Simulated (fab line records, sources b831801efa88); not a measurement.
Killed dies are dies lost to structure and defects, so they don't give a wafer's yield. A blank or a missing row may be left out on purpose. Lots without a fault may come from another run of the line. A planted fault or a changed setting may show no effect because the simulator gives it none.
Which tool did it? | flow gf180mcu | 13 lots, 39 wafers sampled, at 4 steps of a route of 602

WHAT THE GAUGES READ, wafer by wafer
GF_M2_CD_MEAS_14: target cd 280 nm. Usual: cd_nm 280.4 nm, standard deviation 1.1.
lot  | measured     | on        | cd_nm (nm)        | flag
L734 | day 19 08:50 | cd_sem-02 | 279.9 279.4 279.2 |
L737 | day 20 18:18 | cd_sem-01 | 279.7 279.5 278.7 |
L738 | day 21 01:02 | cd_sem-01 | 280.2 278.2 279.3 |
L740 | day 21 19:22 | cd_sem-02 | 280.5 281.0 280.2 |
L741 | day 22 17:40 | cd_sem-01 | 281.9 281.4 281.0 |
L742 | day 22 23:26 | cd_sem-01 | 280.9 281.4 280.4 |
L744 | day 23 11:35 | cd_sem-02 | 279.7 278.8 280.0 |
L749 | day 25 00:16 | cd_sem-01 | 278.2 278.2 277.7 |
L753 | day 26 06:11 | cd_sem-02 | 280.8 282.0 280.4 |
L754 | day 26 13:35 | cd_sem-02 | 280.2 278.9 279.7 |
L755 | day 27 00:29 | cd_sem-02 | 279.7 279.5 280.7 |
L756 | day 27 02:47 | cd_sem-02 | 279.2 280.5 278.9 |
L757 | day 27 08:26 | cd_sem-02 | 280.1 280.9 281.1 |

GF_V2_THK_MEAS_01. Usual: V2_CVD_00_THK 599 nm, standard deviation 5.9.
lot  | measured     | on            | V2_CVD_00_THK (nm) | flag
L734 | day 19 09:44 | film_metro-01 | 607 604 601        |
L737 | day 20 19:13 | film_metro-01 | 601 601 598        |
L738 | day 21 01:55 | film_metro-03 | 601 598 587        |
L740 | day 21 20:16 | film_metro-03 | 597 590 599        |
L741 | day 22 18:35 | film_metro-03 | 604 593 597        |
L742 | day 23 00:20 | film_metro-01 | 596 600 596        |
L744 | day 23 12:28 | film_metro-04 | 611 593 596        |
L749 | day 25 01:11 | film_metro-03 | 595 608 598        |
L753 | day 26 07:03 | film_metro-01 | 601 601 589        |
L754 | day 26 14:29 | film_metro-04 | 605 603 602        |
L755 | day 27 01:22 | film_metro-01 | 595 586 603        |
L756 | day 27 03:40 | film_metro-04 | 595 610 594        |
L757 | day 27 09:25 | film_metro-03 | 596 592 603        |

WHICH TOOL RAN EACH LOT (tool, then ch and the chambers of the sampled wafers, then the start)
lot  | GF_M2_SPUTTER_01             | GF_M2_SOFTBAKE_10
L734 | pvd_sputter-04, day 18 07:53 | litho_track-04 ch 0, day 18 20:18
L737 | pvd_sputter-04, day 19 18:16 | litho_track-03 ch 0, day 20 07:14
L738 | pvd_sputter-03, day 20 00:23 | litho_track-04 ch 0, day 20 12:38
L740 | pvd_sputter-04, day 20 19:22 | litho_track-03 ch 0, day 21 07:34
L741 | pvd_sputter-02, day 21 17:45 | litho_track-02 ch 0, day 22 06:01
L742 | pvd_sputter-04, day 21 23:50 | litho_track-04 ch 0, day 22 11:42
L744 | pvd_sputter-04, day 22 12:07 | litho_track-03 ch 0, day 23 00:11
L749 | pvd_sputter-03, day 24 01:33 | litho_track-03 ch 0, day 24 12:37
L753 | pvd_sputter-02, day 25 09:17 | litho_track-04 ch 0, day 25 19:45
L754 | pvd_sputter-02, day 25 16:43 | litho_track-04 ch 0, day 26 03:47
L755 | pvd_sputter-02, day 26 03:57 | litho_track-04 ch 0, day 26 13:51
L756 | pvd_sputter-02, day 26 05:57 | litho_track-04 ch 0, day 26 16:09
L757 | pvd_sputter-04, day 26 11:56 | litho_track-03 ch 0, day 26 22:17
- GF_M2_SPUTTER_01: material TiN, target thk 30 nm, time 25 s.
- GF_M2_SOFTBAKE_10: time 60 s.

WHAT THE TOOLS THEMSELVES READ (means of the sampled wafers that have a number; where no wafer has one, the mark that the record gives instead)
GF_M2_SPUTTER_01. Usual: throttle_valve_pct 29.8 %, standard deviation 1.1.
lot  | tool           | throttle_valve_pct (%) | flag
L734 | pvd_sputter-04 | 29.6                   |
L737 | pvd_sputter-04 | 30.5                   |
L738 | pvd_sputter-03 | 29.2                   |
L740 | pvd_sputter-04 | 31.3                   |
L741 | pvd_sputter-02 | 28.9                   |
L742 | pvd_sputter-04 | 30.6                   |
L744 | pvd_sputter-04 | 29.5                   |
L749 | pvd_sputter-03 | 29.5                   |
L753 | pvd_sputter-02 | 28.9                   |
L754 | pvd_sputter-02 | 29.0                   |
L755 | pvd_sputter-02 | 29.8                   |
L756 | pvd_sputter-02 | 30.0                   |
L757 | pvd_sputter-04 | 30.2                   |

GF_M2_SOFTBAKE_10. Usual: chill_plate_temp_C 23.01 C, standard deviation 0.11; plate_temp_C 130.02 C, standard deviation 0.13; run_length_s 89.27 s, standard deviation 0.12.
lot  | tool           | chill_plate_temp_C (C) | plate_temp_C (C) | run_length_s (s) | flag
L734 | litho_track-04 | 23.00                  | 130.00           | 89.24            |
L737 | litho_track-03 | 23.07                  | 130.04           | 89.34            |
L738 | litho_track-04 | 22.79                  | 130.07           | 89.23            |
L740 | litho_track-03 | 23.12                  | 130.11           | 89.46            |
L741 | litho_track-02 | 23.08                  | 130.02           | 89.43            |
L742 | litho_track-04 | 23.10                  | 129.94           | 89.35            |
L744 | litho_track-03 | 23.02                  | 129.99           | 96.87            | OFF
L749 | litho_track-03 | 23.06                  | 130.06           | 96.77            | OFF
L753 | litho_track-04 | 22.97                  | 130.18           | 89.16            |
L754 | litho_track-04 | 23.01                  | 130.05           | 89.14            |
L755 | litho_track-04 | 22.87                  | 129.92           | 89.20            |
L756 | litho_track-04 | 23.04                  | 130.00           | 89.19            |
L757 | litho_track-03 | 22.90                  | 129.96           | 89.24            |

THE ANSWER, worked out from the rows above alone
Rule: a lot is off if the mean of its wafers that have a number lies more than 3 standard deviations from the usual mean. A lot without any number at a reading at which 4 lots or more have one is off too. The other lots that the step has rows for count as sound. The gauges are gone through in route order, then the tools' own readings, and for those a lot's mean is taken as printed above. The first step at which some lot is off is used, and at that step the reading that is off furthest; a lot without a number counts as furthest.
Off: L744, L749, at GF_M2_SOFTBAKE_10 (run_length_s).
A tool fits if, at that step or a process step before it, it ran every lot that is off, and no sound lot after the first of them. None of those tried fits.

WHAT THE SIMULATOR HAD PUT IN
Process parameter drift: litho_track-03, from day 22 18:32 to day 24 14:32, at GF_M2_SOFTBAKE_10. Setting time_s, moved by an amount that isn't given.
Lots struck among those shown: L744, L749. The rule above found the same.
